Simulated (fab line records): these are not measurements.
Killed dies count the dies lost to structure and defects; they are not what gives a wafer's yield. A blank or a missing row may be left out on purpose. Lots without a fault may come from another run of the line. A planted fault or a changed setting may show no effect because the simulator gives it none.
A lot that was struck, set against a sound lot	flow gf180mcu	14 steps out of a route of 602
Sound: wafers L651.2, L651.4, L651.6. Struck: wafer L643.5 (L643.2, L643.6, from the same lot, were not struck and are left out); the cause is given at the end.
For every step that has rows: the tool of each side, followed by ch and its chambers, followed by its first start. Under that, the readings that differ: sound wafers	struck wafers	difference of the means	sigmas: that difference in standard deviations of wafers without a fault.
alike: same words and numbers on both sides, and readings whose means sit less than 2 such deviations apart. not compared: any withheld reading, any reading some wafer has no value for, any bound like >300 that may hide the same value, and any number with overlapping values for which the record gives no deviation.
A row with sigmas, a row that says differs or no value, or rows on one side alone: a step with any of these is where the two part. Numbers that have no deviation but don't overlap get no sigmas and don't part them. A reading that every wafer of one side lacks parts them only if that side has two wafers or more.

GF_V5_OVL_MEAS_15:
  struck on overlay-02, day 30 07:05; sound on overlay-02, day 32 13:27
  alike: V5_OVL
GF_V5_ETCH_16: etches BARC in N2/H2.
  sound on rieDiel-03 ch 0,1,2, day 32 13:29; struck on rieDiel-03 ch 0, day 30 07:07
  alike: biasW, chamberPressureMTorr, drypumpMotorCurrentA, oesProductAu, throttleValvePct
GF_V5_ETCH_17: etches SiO2 in C4F8/O2/Ar, stops on TiN, target depth 855 nm.
  sound on rieDiel-03 ch 0,1,2; struck on rieDiel-03 ch 0
  alike: biasW, chamberPressureMTorr, oesProductAu
GF_V5_STRIP_18: strips in O2/N2.
  sound on plasmaAsher-01 ch 0,1, day 32 13:38; struck on plasmaAsher-02 ch 1, day 30 07:16
  alike: chamberPressureMTorr, drypumpMotorCurrentA, heaterPowerW, o2FlowSccm, oesProductAu, platenTempC
  not compared: rfHoursCounterH
then, 4 steps without rows for these wafers: GF_V5_STRIP_19 (strips in post etch residue remover, time 1200 s); GF_V5_CLEAN_20 (cleans in DIW); GF_V5_SPUTTER_21 (material Ti, target thk 15 nm, time 80.02 s); GF_V5_SPUTTER_22 (material TiN, target thk 10 nm, time 40 s).
GF_V5_CVD_23: deposits W, target thk 350 nm, time 104.9 s.
  sound on cvdW-01 ch 0,1, day 32 14:16; struck on cvdW-01 ch 0, day 30 07:58
  alike: heaterPowerW
GF_V5_RS_MEAS_24: measurement is done with a four-point probe.
  struck on filmMetro-03, day 30 08:06; sound on filmMetro-04, day 32 14:24
  alike: V5_W_RS
GF_V5_THK_MEAS_25: measures by xrf.
  struck on filmMetro-03, day 30 08:13; sound on filmMetro-04, day 32 14:31
  alike: V5_W_THK
then, 1 step without rows for these wafers: GF_V5_CMP_26 (polishes, stops on SiO2, t overpolish 15 s, target thk 0 nm).
GF_TOP_METAL_SPUTTER_00: material Ti, target thk 37.5 nm, time 150 s.
  struck on pvdSputter-04, day 30 08:34; sound on pvdSputter-02, day 32 14:52
reading	sound	struck	difference	sigmas
model.Ti_of_TOP_METAL_SPUTTER_00.thkNm (nm)	38.22 36.96 36.91	59.58	+22.22	
  alike: throttleValvePct
GF_TOP_METAL_SPUTTER_01: material TiN, target thk 30 nm, time 25 s.
  struck on pvdSputter-04, day 30 08:40; sound on pvdSputter-02, day 32 14:58
  alike: throttleValvePct

WHERE THEY PART
Nowhere in this record.

WHY: what the simulator had put in
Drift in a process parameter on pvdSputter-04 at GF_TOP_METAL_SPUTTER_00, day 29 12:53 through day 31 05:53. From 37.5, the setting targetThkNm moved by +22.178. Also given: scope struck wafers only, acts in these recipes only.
